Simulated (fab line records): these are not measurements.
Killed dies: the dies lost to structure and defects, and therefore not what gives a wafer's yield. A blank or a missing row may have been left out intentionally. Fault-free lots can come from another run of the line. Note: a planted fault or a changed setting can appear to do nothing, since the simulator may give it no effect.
Which tool was responsible? ; flow sky130 ; 6 lots with 18 wafers sampled at 3 steps, on a route of 708 steps

WHAT EACH GAUGE READ, for each wafer
SKY_VIA4_THK_MEAS_20: measures by xrf.
lot;measured;on;VIA4_W_THK (nm)
L823;day 44 13:27;filmMetro-01;505 494 496
L831;day 45 09:40;filmMetro-01;503 507 507
L836;day 46 11:32;filmMetro-02;510 505 507
L838;day 47 03:40;filmMetro-03;512 518 517
L844;day 48 10:13;filmMetro-01;516 506 508
L843;day 48 12:37;filmMetro-03;508 518 512

WHICH TOOL RAN EACH LOT (tool, then ch and the chambers of the sampled wafers, then the start)
lot;SKY_RES_XHIGH_STRIP_08;SKY_VIA4_ETCH_12
L823;plasmaAsher-03 ch 0,1, day 28 04:26;rieDiel-01 ch 1,2,3, day 44 12:25
L831;plasmaAsher-03 ch 0,1, day 29 20:49;rieDiel-01 ch 0,1,2, day 45 08:28
L836;plasmaAsher-02 ch 0,1, day 31 08:11;rieDiel-01 ch 1,2,3, day 46 09:45
L838;plasmaAsher-02 ch 0,1, day 31 22:44;rieDiel-02 ch 2,3, day 47 02:39
L844;plasmaAsher-03 ch 0,1, day 33 22:49;rieDiel-03 ch 0,1,3, day 48 09:10
L843;plasmaAsher-03 ch 0,1, day 33 23:55;rieDiel-03 ch 1,2,3, day 48 11:33
- SKY_RES_XHIGH_STRIP_08: strips in O2/N2.
- SKY_VIA4_ETCH_12: etches SiO2 in C4F8/O2/Ar, stops on TiN, target depth 580 nm.

THE ANSWER, worked out from the rows above alone
Rule: usual is defined by the lots themselves. Put in order of their means at a reading, lots are off if they are a third of the lots or fewer, leave a main group of 4 or more, and stand apart from it by a gap of 3 or more times the standard deviation of the main group's means; of several such gaps the widest counts. The tables above print the reading to a certain number of digits; a main group whose means all agree to those digits is not used. A lot without any number at a reading at which 4 lots or more have one is off too. Where the step has rows for the other lots, those lots are counted as sound.
Across all readings shown, no lot is off: no conclusion can be drawn from this.

WHAT THE SIMULATOR PUT IN
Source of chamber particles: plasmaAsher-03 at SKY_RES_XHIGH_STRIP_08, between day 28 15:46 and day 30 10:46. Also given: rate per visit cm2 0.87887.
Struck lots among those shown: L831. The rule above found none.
